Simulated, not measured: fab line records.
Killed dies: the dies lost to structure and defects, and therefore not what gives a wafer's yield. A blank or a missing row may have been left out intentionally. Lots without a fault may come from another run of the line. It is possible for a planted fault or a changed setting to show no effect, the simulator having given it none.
One fault through the eyes of 2 desks / flow sky130 / only its own numbers are on each desk; what lay behind them is given at the end

## FROM THE METROLOGY DESK
Lot by lot, what the gauges showed, no matter which tool ran the lot: averages of those sampled wafers that carry a number. A lot is out of limits, marked OUT, if its mean lies more than 4 standard deviations from the usual mean; the brackets give that distance.
Columns: A = METAL2_OVL at SKY_METAL2_OVL_MEAS_16, usual -2 nm
lot=L837; first seen here=day 35 02:14; A=-4
lot=L838; first seen here=day 35 06:48; A=-5
lot=L839; first seen here=day 35 16:25; A=1
lot=L841; first seen here=day 36 14:11; A=3
lot=L850; first seen here=day 39 03:14; A=-9
lot=L852; first seen here=day 39 18:26; A=1
lot=L853; first seen here=day 39 21:05; A=3
lot=L856; first seen here=day 41 01:17; A=-4
lot=L857; first seen here=day 41 08:50; A=4
lot=L858; first seen here=day 41 09:48; A=-0
lot=L859; first seen here=day 41 18:14; A=4
lot=L860; first seen here=day 41 23:36; A=-5
This desk found nothing out of limits on any of the 12 lots.

## TOOL OWNER'S DESK, rie_metal-01
The tool's own readings at SKY_METAL1_ETCH_18 (etches BARC in N2/H2, stops on SiO2, time 45.9 s, target depth 60 nm): means of the sampled wafers that have a number, for each lot that ran on this tool. A lot is out of limits, marked OUT, if its mean lies more than 4 standard deviations from the usual mean; the brackets give that distance.
Columns: A = drypump_motor_current_A at SKY_METAL1_ETCH_18, usual 5.6 A; B = oes_product_au at SKY_METAL1_ETCH_18, usual 0.855 a.u.; C = throttle_valve_pct at SKY_METAL1_ETCH_18, usual 13.224 %
lot=L837; first seen here=day 32 18:18; A=6.1; B=0.858; C=13.230
lot=L839; first seen here=day 33 09:46; A=5.9; B=0.857; C=13.225
lot=L841; first seen here=day 34 07:13; A=5.9; B=0.850; C=13.213
lot=L857; first seen here=day 39 02:07; A=5.9; B=0.853; C=13.225
lot=L859; first seen here=day 39 14:43; A=5.9; B=0.855; C=13.222
This desk found nothing out of limits on any of the 5 lots.

## ALL TOGETHER
From the metrology desk's view, nothing was out of limits.
Nothing out of limits was seen by the tool owner's desk.

## WHAT THE SIMULATOR PUT IN
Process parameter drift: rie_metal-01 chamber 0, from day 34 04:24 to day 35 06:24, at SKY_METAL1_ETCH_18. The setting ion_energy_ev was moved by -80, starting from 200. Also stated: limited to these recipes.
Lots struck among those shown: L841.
